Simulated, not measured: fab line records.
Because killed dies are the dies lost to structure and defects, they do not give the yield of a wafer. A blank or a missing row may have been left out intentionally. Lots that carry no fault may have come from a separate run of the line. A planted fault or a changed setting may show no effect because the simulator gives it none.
Which tool was responsible? ; flow sky130 ; 36 wafers from 12 lots sampled at 4 of the route's 708 steps

WHAT EACH GAUGE READ, for each wafer
SKY_PASSIVATION_THK_MEAS_03. Usual: PASSIVATION_CVD_02_THK gives 540 nm (standard deviation 7.1).
lot;measured;on;PASSIVATION_CVD_02_THK (nm);flag
L506;day 44 02:28;film-metro-04;522 536 535;
L507;day 44 12:22;film-metro-03;539 551 542;
L508;day 44 16:27;film-metro-02;531 539 534;
L509;day 44 18:20;film-metro-02;541 547 552;
L511;day 45 13:52;film-metro-03;535 540 534;
L515;day 46 13:10;film-metro-02;533 542 557;
L517;day 46 19:50;film-metro-04;536 543 545;
L521;day 48 02:57;film-metro-03;540 548 551;
L523;day 48 10:13;film-metro-03;534 547 541;
L524;day 48 10:26;film-metro-02;534 548 543;
L527;day 49 12:12;film-metro-03;545 534 536;
L528;day 49 13:37;film-metro-04;536 553 541;

EACH LOT AND THE TOOL THAT RAN IT (in order: tool; ch and the chambers of the sampled wafers; start)
lot;SKY_METAL3_SPUTTER_00;SKY_METAL5_SPUTTER_04;SKY_METAL5_METAL_ETCH_15
L506;pvd-sputter-02, day 36 15:32;pvd-sputter-02, day 43 02:23;rie-metal-03 ch 0,1, day 44 01:13
L507;pvd-sputter-03, day 37 05:22;pvd-sputter-03, day 43 13:18;rie-metal-03 ch 0,1, day 44 11:17
L508;pvd-sputter-02, day 37 07:36;pvd-sputter-03, day 43 17:03;rie-metal-03 ch 0,1, day 44 15:21
L509;pvd-sputter-04, day 37 09:05;pvd-sputter-03, day 43 18:31;rie-metal-02 ch 0,1, day 44 17:15
L511;pvd-sputter-04, day 38 05:49;pvd-sputter-01, day 44 16:10;rie-metal-02 ch 0, day 45 12:43
L515;pvd-sputter-02, day 39 09:07;pvd-sputter-03, day 45 14:41;rie-metal-01 ch 1, day 46 11:48
L517;pvd-sputter-02, day 39 21:55;pvd-sputter-01, day 45 22:27;rie-metal-03 ch 1, day 46 18:41
L521;pvd-sputter-04, day 41 05:58;pvd-sputter-03, day 47 05:51;rie-metal-01 ch 0,1, day 48 01:49
L523;pvd-sputter-03, day 41 17:02;pvd-sputter-01, day 47 13:22;rie-metal-01 ch 0,1, day 48 09:02
L524;pvd-sputter-03, day 41 19:05;pvd-sputter-03, day 47 13:37;rie-metal-03 ch 0,1, day 48 09:14
L527;pvd-sputter-02, day 43 05:01;pvd-sputter-02, day 48 17:07;rie-metal-01 ch 0, day 49 11:01
L528;pvd-sputter-04, day 43 06:04;pvd-sputter-02, day 48 18:48;rie-metal-02 ch 0, day 49 12:14
- SKY_METAL3_SPUTTER_00: material Ti, target thk 15 nm, time 10 s.
- SKY_METAL5_SPUTTER_04: material TiN, target thk 70 nm, time 58.3 s.
- SKY_METAL5_METAL_ETCH_15: etches the open film in Cl2/BCl3, stops on SiO2, target depth 1260 nm, time 264.4 s.

WHAT THE TOOLS THEMSELVES READ (means of the sampled wafers that have a number; where no wafer has one, the mark that the record gives instead)
SKY_METAL3_SPUTTER_00. Usual: throttle-valve-pct reads 30.0 % (standard deviation 1.2).
lot;tool;throttle-valve-pct (%);flag
L506;pvd-sputter-02;31.0;
L507;pvd-sputter-03;30.3;
L508;pvd-sputter-02;32.1;
L509;pvd-sputter-04;28.8;
L511;pvd-sputter-04;28.9;
L515;pvd-sputter-02;29.2;
L517;pvd-sputter-02;30.7;
L521;pvd-sputter-04;29.0;
L523;pvd-sputter-03;29.9;
L524;pvd-sputter-03;30.8;
L527;pvd-sputter-02;30.0;
L528;pvd-sputter-04;30.3;

SKY_METAL5_SPUTTER_04. Usual: throttle-valve-pct reads 30.2 % (standard deviation 1.3).
lot;tool;throttle-valve-pct (%);flag
L506;pvd-sputter-02;30.9;
L507;pvd-sputter-03;30.0;
L508;pvd-sputter-03;29.0;
L509;pvd-sputter-03;30.3;
L511;pvd-sputter-01;30.8;
L515;pvd-sputter-03;29.8;
L517;pvd-sputter-01;29.2;
L521;pvd-sputter-03;29.8;
L523;pvd-sputter-01;30.2;
L524;pvd-sputter-03;30.7;
L527;pvd-sputter-02;30.4;
L528;pvd-sputter-02;29.5;

SKY_METAL5_METAL_ETCH_15. Usual: drypump-motor-current-A 5.8 A, standard deviation 0.41; oes-product-au 0.891 a.u., standard deviation 0.0074; throttle-valve-pct 22.264 %, standard deviation 0.0096.
lot;tool;drypump-motor-current-A (A);oes-product-au (a.u.);throttle-valve-pct (%);flag
L506;rie-metal-03;6.1;0.888;22.269;
L507;rie-metal-03;6.1;0.886;22.271;
L508;rie-metal-03;6.0;0.894;22.271;
L509;rie-metal-02;5.7;0.888;22.259;
L511;rie-metal-02;5.6;0.896;22.257;
L515;rie-metal-01;6.0;0.894;22.264;
L517;rie-metal-03;6.3;0.891;22.266;
L521;rie-metal-01;5.6;0.895;22.265;
L523;rie-metal-01;5.3;0.894;22.263;
L524;rie-metal-03;5.9;0.895;22.253;
L527;rie-metal-01;4.9;0.897;22.259;
L528;rie-metal-02;5.6;0.894;22.264;

THE ANSWER, worked out from the rows above alone
Rule: a lot counts as off when the mean over its wafers that have a number is more than 3 standard deviations away from the usual mean. Also off: a lot with no number at a reading for which 4 or more lots have one. The other lots that the step has rows for count as sound. First the gauges in route order, then the tools' own readings, where a lot's mean is used as printed above. The first step at which some lot is off is used, and at that step the reading that is off furthest; a lot without a number counts as furthest.
No lot is off at any reading shown: from this, nothing can be told.

WHAT THE SIMULATOR HAD INSERTED
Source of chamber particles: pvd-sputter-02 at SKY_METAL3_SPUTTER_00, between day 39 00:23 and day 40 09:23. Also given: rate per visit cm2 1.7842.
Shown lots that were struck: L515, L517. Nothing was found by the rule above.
